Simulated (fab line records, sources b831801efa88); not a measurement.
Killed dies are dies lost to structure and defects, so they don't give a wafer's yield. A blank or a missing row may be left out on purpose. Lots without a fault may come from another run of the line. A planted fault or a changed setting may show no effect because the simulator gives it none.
Chamber matching | flow gf180mcu | GF_V2_CMP_04 on cmp-01: 4 sister chambers
The step polishes SiO2. 8 wafers are shown with their chamber, then 7 later ones without.

WAFERS WITH THEIR CHAMBER
wafer  | chamber | motor_current_A (A) | time_to_endpoint_s (s)
L169.6 | 3       | 9.6                 | 82
L170.1 | 1       | 12.6                | 73
L174.5 | 3       | 9.4                 | 89
L176.2 | 2       | 13.5                | 78
L176.4 | 0       | 14.3                | 93
L176.5 | 2       | 14.2                | 83
L178.2 | 1       | 12.4                | 83
L178.3 | 0       | 13.6                | 89

WAFERS WITHOUT THEIR CHAMBER
wafer  | motor_current_A (A) | time_to_endpoint_s (s)
L178.4 | 14.2                | 84
L185.2 | 12.6                | 72
L185.4 | 9.4                 | 81
L185.5 | 9.8                 | 85
L186.1 | 9.8                 | 78
L186.4 | 13.7                | 83
L186.6 | 13.1                | 82

WHICH CHAMBER EACH WENT THROUGH
wafer  | from the rows above          | in truth
L178.4 | can't be placed: 2 or 0      | 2
L185.2 | 1                            | 1
L185.4 | 3                            | 3
L185.5 | 3                            | 3
L186.1 | 3                            | 3
L186.4 | can't be placed: 2 or 0      | 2
L186.6 | can't be placed: 1 or 2 or 0 | 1
Placed correctly: 4 of 7. Can't be placed from these rows: 3 (the true chamber is among the candidates in 3). Placed wrongly: 0.
How it was worked out, from the rows above alone: a wafer's distance from a chamber is the root of the sum, over the readings, of the square of ((its reading less the chamber's mean) divided by the reading's scatter). The wafer belongs to the nearest chamber; if the next one is less than 2 further off, it can't be placed. A chamber's mean is the mean of its shown wafers. The scatter: the root of (the sum of the squares of (reading less its chamber's mean) over the shown wafers, divided by (wafers less chambers)).
